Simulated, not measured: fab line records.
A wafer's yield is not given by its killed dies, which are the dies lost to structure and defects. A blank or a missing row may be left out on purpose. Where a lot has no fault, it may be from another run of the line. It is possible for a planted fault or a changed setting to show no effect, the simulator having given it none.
fab line records	flow gf180mcu	part 1 of 2: steps 1 to 27 of 38
record lots=5	wafers=15	last_day=33
route steps=602 shown V4@489 MIM@503 M5@526
lots with no fault: from the same line, run without faults
start_h: hours from the record's first day to the start of the lot's first wafer shown	wait_h: time in hours since the lot's previous step	" same as the row above	L1.1+2: a single row standing in for several wafers	- no value, or no start given	* or withheld: withheld	< > ~ a bound
route shown NAME@n: names a module that has steps shown in the file, with the first one's number in the route	usual: mean/standard deviation taken from wafers without a fault	same: alike in all rows	chamber/n: place in a boat	sites: readings site by site	_std_site: standard deviation of those values	_edge_site: inner sites' mean taken away from outer sites' mean	radius_mm: how far each site lies from the wafer's centre	mask NAME#n: copy n	behind: the most recent tool/chamber to have shaped the wafer	hold: the reason the lot was held/the length of the hold in hours/how it ended	device: the transistor (n, p or np) that didn't switch	end of line: at the end of the route, the tests of the same wafers	a step with no rows: only its recipe	killed: dies lost to structure and defects at the first sort, not the wafer's yield	map: a wafer's dies, x killed, . not, _ none there
set.NAME: the setting the step ran with; set.NAME@STEP: the setting that earlier step ran with	model.NAME: the simulator's own value behind a step, which no gauge read
lots at selected steps of the route; one table per step, one row per wafer
services: the hour from which a tool's chamber was out of use, counted from the record's first day as start_h (under 0 if before that day), plus the number of hours and why
## steps
# step GF_V4_DEVELOP_13
# recipe develop_time_s=60	resist=KrF	dev_temp_c=21
lot.wafer	tool	chamber	start_h	wait_h
L075.1+4+5	litho_track-01	0	566.51	0.2
L080.1+2+5	litho_track-04	0	603.64	0.2
L081.1+3+4	litho_track-01	0	618.81	0.2
L082.3+4+6	litho_track-02	0	619.46	0.1
L090.1+4+6	litho_track-01	0	693.71	0.2
# step GF_V4_CD_MEAS_14
# recipe target_cd_nm=260
# usual cd_nm=260.2/1.3
lot.wafer	tool	chamber	start_h	wait_h	cd_nm
L075.1	cd_sem-01	-	566.66	0.1	258.8
L075.4	"	-	"	"	259.9
L075.5	"	-	"	"	260.6
L080.1	cd_sem-01	-	603.79	0.1	258.5
L080.2	"	-	"	"	258.1
L080.5	"	-	"	"	258.7
L081.1	cd_sem-01	-	618.96	0.1	260.0
L081.3	"	-	"	"	261.3
L081.4	"	-	"	"	262.1
L082.3	cd_sem-02	-	619.60	0.1	261.0
L082.4	"	-	"	"	262.3
L082.6	"	-	"	"	261.5
L090.1	cd_sem-02	-	693.86	0.1	259.6
L090.4	"	-	"	"	260.0
L090.6	"	-	"	"	260.9
# step GF_V4_OVL_MEAS_15
# usual V4_OVL=-4/6.1
lot.wafer	tool	chamber	start_h	wait_h	V4_OVL[nm]
L075.1	overlay-02	-	566.78	0.1	-2
L075.4	"	-	"	"	-1
L075.5	"	-	"	"	-2
L080.1	overlay-01	-	603.91	0.1	10
L080.2	"	-	"	"	8
L080.5	"	-	"	"	7
L081.1	overlay-01	-	619.08	0.1	-3
L081.3	"	-	"	"	-6
L081.4	"	-	"	"	-2
L082.3	overlay-01	-	619.70	0.1	-6
L082.4	"	-	"	"	-9
L082.6	"	-	"	"	-9
L090.1	overlay-01	-	693.98	0.1	-3
L090.4	"	-	"	"	1
L090.6	"	-	"	"	-5
# step GF_V4_ETCH_16
# recipe chemistry=N2/H2	target_depth_a=withheld	overetch_a=withheld	time_s=withheld	target=BARC	ion_energy_ev=200	source_w=500	bias_w=100	pressure_mtorr=30	n2_flow_sccm=100	h2_flow_sccm=200
# usual drypump_motor_current_A=5.5/0.4	oes_product_au=0.854/0.0051	throttle_valve_pct=13.224/0.0091
lot.wafer	tool	chamber	start_h	wait_h	drypump_motor_current_A	oes_product_au	throttle_valve_pct
L075.1	rie_diel-02	3	566.82	0.0	5.1	0.863	13.225
L075.4	"	2	"	"	5.5	0.845	13.221
L075.5	"	1	"	"	5.7	0.857	13.224
L080.1	rie_diel-01	2	603.95	0.0	6.4	0.849	13.229
L080.2	"	1	"	"	4.9	0.862	13.224
L080.5	"	0	"	"	5.6	0.856	13.228
L081.1	rie_diel-02	2	619.12	0.0	5.5	0.853	13.215
L081.3	"	1	"	"	5.7	0.854	13.229
L081.4	"	3	"	"	5.1	0.850	13.222
L082.3	rie_diel-04	1	619.72	0.0	5.9	0.850	13.206
L082.4	"	2	"	"	5.4	0.857	13.224
L082.6	"	3	"	"	6.0	0.857	13.231
L090.1	rie_diel-02	1	694.02	0.0	5.7	0.854	13.237
L090.4	"	0	"	"	5.1	0.853	13.222
L090.6	"	3	"	"	5.1	0.857	13.234
# step GF_V4_ETCH_17
# recipe chemistry=C4F8/O2/Ar	mask_material=KrF	target=SiO2	stop_on=TiN	source_w=1500	bias_w=1200	pressure_mtorr=40	c4f8_flow_sccm=withheld	O2_flow_sccm=6	Ar_flow_sccm=300	time_s=withheld	target_depth_a=6300
# usual oes_product_au=0.856/0.0048
lot.wafer	tool	chamber	start_h	wait_h	oes_product_au
L075.1	rie_diel-02	3	-	-	0.864
L075.4	"	2	"	"	0.852
L075.5	"	1	"	"	0.863
L080.1	rie_diel-01	2	-	-	0.851
L080.2	"	1	"	"	0.854
L080.5	"	0	"	"	0.853
L081.1	rie_diel-02	2	-	-	0.854
L081.3	"	1	"	"	0.856
L081.4	"	3	"	"	0.850
L082.3	rie_diel-04	1	-	-	0.856
L082.4	"	2	"	"	0.862
L082.6	"	3	"	"	0.855
L090.1	rie_diel-02	1	-	-	0.857
L090.4	"	0	"	"	0.851
L090.6	"	3	"	"	0.857
# step GF_V4_STRIP_18
# recipe chemistry=O2/N2	power_w=1400	pressure_mtorr=1500	platen_temp_c=250	o2_flow_sccm=3000	n2_flow_sccm=300	overash_fraction=0.5
# usual drypump_motor_current_A=5.82/0.27	heater_power_w=350/36	oes_product_au=0.592/0.0044
lot.wafer	tool	chamber	start_h	wait_h	drypump_motor_current_A	heater_power_w	oes_product_au	rf_hours_counter_h
L075.1	plasma_asher-01	0	566.95	-	5.89	409	0.587	14
L075.4	"	0	"	"	5.92	406	0.585	-
L075.5	"	1	"	"	5.54	372	0.599	-
L080.1	plasma_asher-01	1	604.08	-	5.55	375	0.590	17
L080.2	"	0	"	"	5.84	402	0.589	17
L080.5	"	0	"	"	5.83	401	0.594	-
L081.1	plasma_asher-02	0	619.25	-	5.93	317	0.589	53
L081.3	"	0	"	"	5.94	308	0.593	-
L081.4	"	1	"	"	6.11	306	0.595	-
L082.3	plasma_asher-01	1	619.88	-	5.57	380	0.599	-
L082.4	"	0	"	"	5.86	410	0.594	-
L082.6	"	0	"	"	5.86	409	0.594	-
L090.1	plasma_asher-01	0	694.15	-	5.80	406	0.594	26
L090.4	"	0	"	"	5.81	414	0.591	-
L090.6	"	0	"	"	5.84	404	0.589	-
# step GF_V4_STRIP_19
# recipe chemistry=post_etch_residue_remover	time_s=1200	temp_c=72.5
lot.wafer	tool	chamber	start_h	wait_h
L075.1+4+5	wet_bench-04	2	567.05	0.1
L080.1+2+5	wet_bench-04	2	604.18	0.1
L081.1+3+4	wet_bench-03	2	619.35	0.1
L082.3+4+6	wet_bench-03	2	619.95	0.0
L090.1+4+6	wet_bench-03	0	694.25	0.1
# step GF_V4_CLEAN_20
# recipe chemistry=DIW	dry=n2_spin
lot.wafer	tool	chamber	start_h	wait_h
L075.1+4+5	wet_bench-03	0	567.39	0.0
L080.1+2+5	wet_bench-01	0	604.52	0.0
L081.1+3+4	wet_bench-04	0	619.72	0.0
L082.3+4+6	wet_bench-04	2	620.32	0.0
L090.1+4+6	wet_bench-01	1	694.59	0.0
# step GF_V4_SPUTTER_21
# recipe material=Ti	target_thk_nm=15	chamber_pressure_pa=5	power_w=2500	substrate_temp_c=200	time_s=80.02
# usual throttle_valve_pct=29.7/1.1
lot.wafer	tool	chamber	start_h	wait_h	throttle_valve_pct
L075.1	pvd_sputter-01	-	567.49	0.0	30.7
L075.4	"	-	"	"	29.1
L075.5	"	-	"	"	28.9
L080.1	pvd_sputter-03	-	604.88	0.0	30.6
L080.2	"	-	"	"	30.0
L080.5	"	-	"	"	30.5
L081.1	pvd_sputter-03	-	619.81	0.0	30.3
L081.3	"	-	"	"	30.3
L081.4	"	-	"	"	29.9
L082.3	pvd_sputter-01	-	620.41	0.0	28.6
L082.4	"	-	"	"	29.1
L082.6	"	-	"	"	30.5
L090.1	pvd_sputter-01	-	694.69	0.0	31.0
L090.4	"	-	"	"	28.4
L090.6	"	-	"	"	28.6
# step GF_V4_SPUTTER_22
# recipe material=TiN	target_thk_nm=10	chamber_pressure_pa=5	power_w=4000	time_s=40
# usual throttle_valve_pct=29.7/1.1
lot.wafer	tool	chamber	start_h	wait_h	throttle_valve_pct
L075.1	pvd_sputter-01	-	567.55	0.0	30.9
L075.4	"	-	"	"	29.1
L075.5	"	-	"	"	28.9
L080.1	pvd_sputter-03	-	604.94	0.0	30.3
L080.2	"	-	"	"	30.4
L080.5	"	-	"	"	30.4
L081.1	pvd_sputter-03	-	619.87	0.0	30.4
L081.3	"	-	"	"	30.2
L081.4	"	-	"	"	30.0
L082.3	pvd_sputter-01	-	620.47	0.0	28.4
L082.4	"	-	"	"	29.0
L082.6	"	-	"	"	30.6
L090.1	pvd_sputter-01	-	694.75	0.0	31.3
L090.4	"	-	"	"	28.5
L090.6	"	-	"	"	28.4
# step GF_V4_CVD_23
# recipe material=W	target_thk_nm=350	time_s=104.9	temp_c=400	pressure_torr=40
# usual heater_power_w=806/61
lot.wafer	tool	chamber	start_h	wait_h	heater_power_w
L075.1	cvd_w-01	0	567.59	0.0	893
L075.4	"	1	"	"	777
L075.5	"	0	"	"	929
L080.1	cvd_w-02	0	604.98	0.0	747
L080.2	"	1	"	"	730
L080.5	"	0	"	"	762
L081.1	cvd_w-02	1	619.91	0.0	767
L081.3	"	1	"	"	757
L081.4	"	0	"	"	733
L082.3	cvd_w-01	0	620.55	0.1	923
L082.4	"	1	"	"	792
L082.6	"	0	"	"	919
L090.1	cvd_w-02	0	694.79	0.0	767
L090.4	"	1	"	"	759
L090.6	"	1	"	"	762
# step GF_V4_RS_MEAS_24
# recipe thk_meas_gauge=four-point-probe	reads=W_of_V4_CVD_23+TiN_of_V4_SPUTTER_22+Ti_of_V4_SPUTTER_21
# usual V4_W_RS=0.327/0.0042
lot.wafer	tool	chamber	start_h	wait_h	V4_W_RS[ohm/sq]
L075.1	film_metro-03	-	567.70	0.1	0.321
L075.4	"	-	"	"	0.331
L075.5	"	-	"	"	0.324
L080.1	film_metro-01	-	605.10	0.1	0.332
L080.2	"	-	"	"	0.330
L080.5	"	-	"	"	0.328
L081.1	film_metro-03	-	620.03	0.1	0.328
L081.3	"	-	"	"	0.326
L081.4	"	-	"	"	0.325
L082.3	film_metro-04	-	620.67	0.1	0.320
L082.4	"	-	"	"	0.329
L082.6	"	-	"	"	0.317
L090.1	film_metro-03	-	694.90	0.1	0.328
L090.4	"	-	"	"	0.324
L090.6	"	-	"	"	0.325
# step GF_V4_THK_MEAS_25
# recipe thk_meas_gauge=xrf	reads=W_of_V4_CVD_23
# usual V4_W_THK=353/5.1
lot.wafer	tool	chamber	start_h	wait_h	V4_W_THK[nm]
L075.1	film_metro-03	-	567.82	0.1	363
L075.4	"	-	"	"	352
L075.5	"	-	"	"	362
L080.1	film_metro-01	-	605.22	0.1	347
L080.2	"	-	"	"	353
L080.5	"	-	"	"	352
L081.1	film_metro-03	-	620.15	0.1	352
L081.3	"	-	"	"	354
L081.4	"	-	"	"	358
L082.3	film_metro-04	-	620.77	0.1	361
L082.4	"	-	"	"	350
L082.6	"	-	"	"	362
L090.1	film_metro-03	-	695.02	0.1	352
L090.4	"	-	"	"	358
L090.6	"	-	"	"	357
# step GF_V4_CMP_26
# recipe stop_on=SiO2	down_force_psi=3.5	platen_rpm=60	t_overpolish_s=15	target_thk_nm=0	pad_velocity_m_s=0.94248
# usual motor_current_A=11.1/0.82	overpolish_run_s=15.000/0.0092	time_to_endpoint_s=83/3.6
lot.wafer	tool	chamber	start_h	wait_h	motor_current_A	overpolish_run_s	time_to_endpoint_s
L075.4	cmp-02	2	567.93	0.1	11.1	15.001	85
L075.1	"	3	"	"	11.6	15.002	84
L075.5	"	2	"	"	10.6	15.000	86
L080.1	cmp-01	1	605.28	0.1	11.5	15.027	79
L080.2	"	3	"	"	11.1	15.014	81
L080.5	"	1	"	"	11.6	14.996	80
L081.1	cmp-02	1	620.26	0.1	9.2	15.012	78
L081.3	"	2	"	"	10.9	14.998	84
L081.4	"	3	"	"	12.3	14.999	81
L082.3	cmp-01	0	620.81	0.0	12.2	15.005	90
L082.4	"	3	"	"	10.7	14.991	81
L082.6	"	0	"	"	11.3	14.988	93
L090.4	cmp-02	1	695.44	0.4	9.7	14.989	88
L090.1	"	2	"	"	11.2	15.002	92
L090.6	"	3	"	"	12.2	14.989	84
# step GF_MIM_SPUTTER_00
# recipe material=Ti	target_thk_nm=37.5	arriving_ion_energy_ev=80	substrate_temp_c=200	chamber_pressure_pa=2	power_w=4000	time_s=150
# usual throttle_valve_pct=29.5/1.1
lot.wafer	tool	chamber	start_h	wait_h	throttle_valve_pct
L075.1	pvd_sputter-02	-	568.18	0.1	27.7
L075.4	"	-	"	"	29.2
L075.5	"	-	"	"	29.3
L080.1	pvd_sputter-01	-	605.58	0.2	29.1
L080.2	"	-	"	"	30.7
L080.5	"	-	"	"	31.1
L081.1	pvd_sputter-02	-	620.51	0.2	29.3
L081.3	"	-	"	"	30.4
L081.4	"	-	"	"	27.8
L082.3	pvd_sputter-01	-	621.11	0.2	28.5
L082.4	"	-	"	"	31.1
L082.6	"	-	"	"	30.9
L090.1	pvd_sputter-04	-	695.64	0.1	28.7
L090.4	"	-	"	"	28.1
L090.6	"	-	"	"	28.1
# step GF_MIM_SPUTTER_01
# recipe material=TiN	target_thk_nm=30	power_w=6500	time_s=25	chamber_pressure_pa=0.4
# usual throttle_valve_pct=29.5/1.1
lot.wafer	tool	chamber	start_h	wait_h	throttle_valve_pct
L075.1	pvd_sputter-02	-	568.28	0.1	27.9
L075.4	"	-	"	"	29.3
L075.5	"	-	"	"	29.1
L080.1	pvd_sputter-01	-	605.68	0.1	29.2
L080.2	"	-	"	"	30.7
L080.5	"	-	"	"	31.1
L081.1	pvd_sputter-02	-	620.61	0.1	29.4
L081.3	"	-	"	"	30.0
L081.4	"	-	"	"	28.1
L082.3	pvd_sputter-01	-	621.21	0.1	28.4
L082.4	"	-	"	"	31.1
L082.6	"	-	"	"	31.3
L090.1	pvd_sputter-04	-	695.74	0.1	28.7
L090.4	"	-	"	"	27.9
L090.6	"	-	"	"	27.8
# step GF_MIM_SPUTTER_02
# recipe material=AlCu	target_thk_nm=450	power_w=10600	time_s=23.9	chamber_pressure_pa=0.4113
# usual throttle_valve_pct=29.5/1.1
lot.wafer	tool	chamber	start_h	wait_h	throttle_valve_pct
L075.1	pvd_sputter-02	-	568.31	0.0	27.6
L075.4	"	-	"	"	29.2
L075.5	"	-	"	"	29.1
L080.1	pvd_sputter-01	-	605.71	0.0	29.3
L080.2	"	-	"	"	30.6
L080.5	"	-	"	"	31.2
L081.1	pvd_sputter-02	-	620.64	0.0	29.4
L081.3	"	-	"	"	30.1
L081.4	"	-	"	"	28.0
L082.3	pvd_sputter-01	-	621.24	0.0	28.5
L082.4	"	-	"	"	30.8
L082.6	"	-	"	"	31.0
L090.1	pvd_sputter-04	-	695.77	0.0	28.4
L090.4	"	-	"	"	27.9
L090.6	"	-	"	"	28.0
# step GF_MIM_SPUTTER_03
# recipe material=Ti	target_thk_nm=10	substrate_temp_c=300	chamber_pressure_pa=0.3	power_w=3000	time_s=6.7
# usual throttle_valve_pct=29.5/1.1
lot.wafer	tool	chamber	start_h	wait_h	throttle_valve_pct
L075.1	pvd_sputter-02	-	568.34	0.0	27.9
L075.4	"	-	"	"	29.3
L075.5	"	-	"	"	29.2
L080.1	pvd_sputter-01	-	605.74	0.0	29.1
L080.2	"	-	"	"	30.8
L080.5	"	-	"	"	31.1
L081.1	pvd_sputter-02	-	620.67	0.0	29.5
L081.3	"	-	"	"	29.8
L081.4	"	-	"	"	28.2
L082.3	pvd_sputter-01	-	621.27	0.0	28.4
L082.4	"	-	"	"	31.2
L082.6	"	-	"	"	30.9
L090.1	pvd_sputter-04	-	695.80	0.0	28.5
L090.4	"	-	"	"	28.0
L090.6	"	-	"	"	27.9
# step GF_MIM_SPUTTER_04
# recipe material=TiN	target_thk_nm=50	power_w=6500	time_s=41.7	chamber_pressure_pa=0.4
# usual throttle_valve_pct=29.5/1.1
lot.wafer	tool	chamber	start_h	wait_h	throttle_valve_pct
L075.1	pvd_sputter-02	-	568.36	0.0	28.0
L075.4	"	-	"	"	29.2
L075.5	"	-	"	"	29.3
L080.1	pvd_sputter-01	-	605.76	0.0	28.9
L080.2	"	-	"	"	30.5
L080.5	"	-	"	"	31.0
L081.1	pvd_sputter-02	-	620.69	0.0	29.5
L081.3	"	-	"	"	30.2
L081.4	"	-	"	"	28.0
L082.3	pvd_sputter-01	-	621.29	0.0	28.3
L082.4	"	-	"	"	31.0
L082.6	"	-	"	"	30.8
L090.1	pvd_sputter-04	-	695.82	0.0	28.5
L090.4	"	-	"	"	27.9
L090.6	"	-	"	"	28.1
# step GF_MIM_CVD_05
# recipe material=Si3N4	target_thk_nm=42	temp_max_c=400	temp_c=385	time_s=29.086	rf_w=450
# usual heater_power_w=645/90
lot.wafer	tool	chamber	start_h	wait_h	heater_power_w
L075.1	pecvd-01	1	568.40	0.0	597
L075.4	"	1	"	"	614
L075.5	"	0	"	"	715
L080.1	pecvd-03	1	605.80	0.0	603
L080.2	"	0	"	"	813
L080.5	"	1	"	"	608
L081.1	pecvd-01	0	620.73	0.0	668
L081.3	"	2	"	"	672
L081.4	"	2	"	"	683
L082.3	pecvd-03	0	621.33	0.0	805
L082.4	"	1	"	"	611
L082.6	"	2	"	"	654
L090.1	pecvd-04	1	695.86	0.0	623
L090.4	"	1	"	"	623
L090.6	"	1	"	"	645
# step GF_MIM_THK_MEAS_06
# recipe reads=Si3N4_of_MIM_CVD_05
# usual MIM_CVD_05_THK=42.0/0.56
lot.wafer	tool	chamber	start_h	wait_h	MIM_CVD_05_THK[nm]
L075.1	film_metro-02	-	568.44	0.0	42.2
L075.4	"	-	"	"	42.6
L075.5	"	-	"	"	43.7
L080.1	film_metro-01	-	605.83	0.0	42.3
L080.2	"	-	"	"	40.8
L080.5	"	-	"	"	42.4
L081.1	film_metro-02	-	620.76	0.0	42.1
L081.3	"	-	"	"	42.3
L081.4	"	-	"	"	42.2
L082.3	film_metro-04	-	621.38	0.0	41.7
L082.4	"	-	"	"	42.6
L082.6	"	-	"	"	41.9
L090.1	film_metro-01	-	695.91	0.0	41.0
L090.4	"	-	"	"	41.6
L090.6	"	-	"	"	41.5
# step GF_MIM_SPUTTER_07
# recipe material=TiN	target_thk_nm=60	power_w=6500	time_s=50	chamber_pressure_pa=0.4
# usual throttle_valve_pct=29.3/1.1
lot.wafer	tool	chamber	start_h	wait_h	throttle_valve_pct
L075.1	pvd_sputter-04	-	568.50	0.1	28.3
L075.4	"	-	"	"	27.8
L075.5	"	-	"	"	28.6
L080.1	pvd_sputter-02	-	605.89	0.1	29.1
L080.2	"	-	"	"	29.8
L080.5	"	-	"	"	27.6
L081.1	pvd_sputter-04	-	620.82	0.1	31.2
L081.3	"	-	"	"	28.6
L081.4	"	-	"	"	28.4
L082.3	pvd_sputter-02	-	621.42	0.0	27.6
L082.4	"	-	"	"	29.6
L082.6	"	-	"	"	29.9
L090.1	pvd_sputter-01	-	695.97	0.1	29.1
L090.4	"	-	"	"	30.7
L090.6	"	-	"	"	28.7
# step GF_MIM_SPUTTER_08
# recipe material=AlCu	target_thk_nm=200	power_w=10600	time_s=10.6	chamber_pressure_pa=0.4
# usual throttle_valve_pct=29.4/1.1
lot.wafer	tool	chamber	start_h	wait_h	throttle_valve_pct
L075.1	pvd_sputter-04	-	568.54	0.0	28.2
L075.4	"	-	"	"	28.0
L075.5	"	-	"	"	28.6
L080.1	pvd_sputter-02	-	605.93	0.0	29.1
L080.2	"	-	"	"	30.2
L080.5	"	-	"	"	28.1
L081.1	pvd_sputter-04	-	620.86	0.0	31.1
L081.3	"	-	"	"	28.5
L081.4	"	-	"	"	28.6
L082.3	pvd_sputter-02	-	621.46	0.0	28.0
L082.4	"	-	"	"	29.4
L082.6	"	-	"	"	29.9
L090.1	pvd_sputter-01	-	696.01	0.0	29.0
L090.4	"	-	"	"	31.2
L090.6	"	-	"	"	28.4
# step GF_MIM_SPUTTER_09
# recipe material=TiN	target_thk_nm=35	power_w=6500	time_s=29.2	chamber_pressure_pa=0.4
# usual throttle_valve_pct=29.4/1.1
lot.wafer	tool	chamber	start_h	wait_h	throttle_valve_pct
L075.1	pvd_sputter-04	-	568.56	0.0	28.6
L075.4	"	-	"	"	27.5
L075.5	"	-	"	"	28.6
L080.1	pvd_sputter-02	-	605.96	0.0	29.5
L080.2	"	-	"	"	30.0
L080.5	"	-	"	"	28.0
L081.1	pvd_sputter-04	-	620.89	0.0	31.1
L081.3	"	-	"	"	28.5
L081.4	"	-	"	"	28.7
L082.3	pvd_sputter-02	-	621.49	0.0	27.9
L082.4	"	-	"	"	29.8
L082.6	"	-	"	"	29.9
L090.1	pvd_sputter-01	-	696.04	0.0	29.0
L090.4	"	-	"	"	31.3
L090.6	"	-	"	"	28.4
# step GF_MIM_RS_MEAS_10
# recipe thk_meas_gauge=four-point-probe	reads=TiN_of_MIM_SPUTTER_09+AlCu_of_MIM_SPUTTER_08+TiN_of_MIM_SPUTTER_07
# usual MIM_ALCU_RS=0.1601/0.0016
lot.wafer	tool	chamber	start_h	wait_h	MIM_ALCU_RS[ohm/sq]
L075.1	film_metro-01	-	568.60	0.0	0.1633
L075.4	"	-	"	"	0.1618
L075.5	"	-	"	"	0.1615
L080.1	film_metro-02	-	605.99	0.0	0.1579
L080.2	"	-	"	"	0.1606
L080.5	"	-	"	"	0.1599
L081.1	film_metro-01	-	620.92	0.0	0.1600
L081.3	"	-	"	"	0.1610
L081.4	"	-	"	"	0.1625
L082.3	film_metro-02	-	621.56	0.1	0.1610
L082.4	"	-	"	"	0.1590
L082.6	"	-	"	"	0.1617
L090.1	film_metro-02	-	696.07	0.0	0.1616
L090.4	"	-	"	"	0.1598
L090.6	"	-	"	"	0.1591
# step GF_MIM_THK_MEAS_11
# recipe thk_meas_gauge=xrf	reads=AlCu_of_MIM_SPUTTER_08
# usual MIM_ALCU_THK=199.3/2.2
lot.wafer	tool	chamber	start_h	wait_h	MIM_ALCU_THK[nm]
L075.1	film_metro-01	-	568.72	0.1	195.3
L075.4	"	-	"	"	196.2
L075.5	"	-	"	"	196.2
L080.1	film_metro-02	-	606.11	0.1	202.3
L080.2	"	-	"	"	199.8
L080.5	"	-	"	"	199.1
L081.1	film_metro-01	-	621.04	0.1	199.3
L081.3	"	-	"	"	197.5
L081.4	"	-	"	"	196.0
L082.3	film_metro-02	-	621.66	0.1	198.8
L082.4	"	-	"	"	200.9
L082.6	"	-	"	"	198.4
L090.1	film_metro-02	-	696.19	0.1	198.7
L090.4	"	-	"	"	201.8
L090.6	"	-	"	"	202.7
# step GF_MIM_DEHYDRATE_12
# recipe temp_c=200	time_s=60
lot.wafer	tool	chamber	start_h	wait_h
L075.1+4+5	litho_track-01	0	578.91	10.2
L080.1+2+5	litho_track-01	0	616.11	10.0
L081.1+3+4	litho_track-01	0	630.81	9.8
L082.3+4+6	litho_track-04	0	631.24	9.6
L090.1+4+6	litho_track-04	0	704.74	8.5
